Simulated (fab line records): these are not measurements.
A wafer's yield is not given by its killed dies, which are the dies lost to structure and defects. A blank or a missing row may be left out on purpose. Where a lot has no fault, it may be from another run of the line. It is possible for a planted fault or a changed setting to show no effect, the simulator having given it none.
2 desks looking at one fault || flow gf180mcu || each desk has only its own numbers; what lay behind them comes last

AT THE METROLOGY DESK
What the gauges read, lot by lot, whatever tool the lot ran on: means of the sampled wafers that have a number. Any lot whose mean is over 4 standard deviations away from the usual mean is out of limits and marked OUT; that distance is given in the brackets.
Columns: A = V4_BOW at GF_V4_BOW_MEAS_05, usual 135 um; B = V4_W_RS at GF_V4_RS_MEAS_24, usual 0.324 ohm/sq
{"lot": "L134", "first seen here": "day 24 00:53", "A": 135, "B": 0.323}
{"lot": "L137", "first seen here": "day 25 07:25", "A": 143, "B": 0.324}
{"lot": "L138", "first seen here": "day 25 13:41", "A": 125, "B": 0.324}
{"lot": "L139", "first seen here": "day 25 20:58", "A": 126, "B": 0.321}
{"lot": "L140", "first seen here": "day 26 02:52", "A": 128, "B": 0.328}
{"lot": "L141", "first seen here": "day 26 09:25", "A": 133, "B": 0.324}
{"lot": "L149", "first seen here": "day 28 19:04", "A": 136, "B": 0.329}
{"lot": "L151", "first seen here": "day 29 08:46", "A": 142, "B": 0.325}
{"lot": "L153", "first seen here": "day 30 02:59", "A": 133, "B": 0.318}
{"lot": "L152", "first seen here": "day 30 04:40", "A": 139, "B": 0.328}
{"lot": "L155", "first seen here": "day 30 13:49", "A": 131, "B": 0.323}
This desk's finding: nothing out of limits on any of the 11 lots.

AT THE TOOL OWNER'S DESK: rie_metal-03
The tool's own readings at GF_TOP_METAL_METAL_ETCH_16 (etches the open film in Cl2/BCl3, stops on SiO2, target depth 1077.5 nm, time 179.6 s): means of the sampled wafers that have a number, for each lot that ran on this tool. Any lot whose mean is over 4 standard deviations away from the usual mean is out of limits and marked OUT; that distance is given in the brackets.
Columns: A = chamber_pressure_mTorr at GF_TOP_METAL_METAL_ETCH_16, usual 8.001 mTorr; B = drypump_motor_current_A at GF_TOP_METAL_METAL_ETCH_16, usual 5.6 A; C = oes_product_au at GF_TOP_METAL_METAL_ETCH_16, usual 0.965 a.u.; D = throttle_valve_pct at GF_TOP_METAL_METAL_ETCH_16, usual 28.258 %
{"lot": "L137", "first seen here": "day 29 17:10", "A": 8.000, "B": 5.7, "C": 0.962, "D": 28.259}
{"lot": "L138", "first seen here": "day 29 22:14", "A": 8.005, "B": 5.6, "C": 0.962, "D": 28.257}
{"lot": "L139", "first seen here": "day 30 05:25", "A": 7.998, "B": 5.6, "C": 0.964, "D": 28.262}
{"lot": "L149", "first seen here": "day 32 18:22", "A": 7.990, "B": 5.7, "C": 0.957, "D": 28.260}
{"lot": "L151", "first seen here": "day 33 04:49", "A": 8.003, "B": 5.4, "C": 0.965, "D": 28.273}
This desk's finding: nothing out of limits on any of the 5 lots.

PUT TOGETHER
At the metrology desk, nothing out of limits was observed.
Nothing out of limits was seen by the tool owner's desk.

WHAT WAS PUT IN BY THE SIMULATOR
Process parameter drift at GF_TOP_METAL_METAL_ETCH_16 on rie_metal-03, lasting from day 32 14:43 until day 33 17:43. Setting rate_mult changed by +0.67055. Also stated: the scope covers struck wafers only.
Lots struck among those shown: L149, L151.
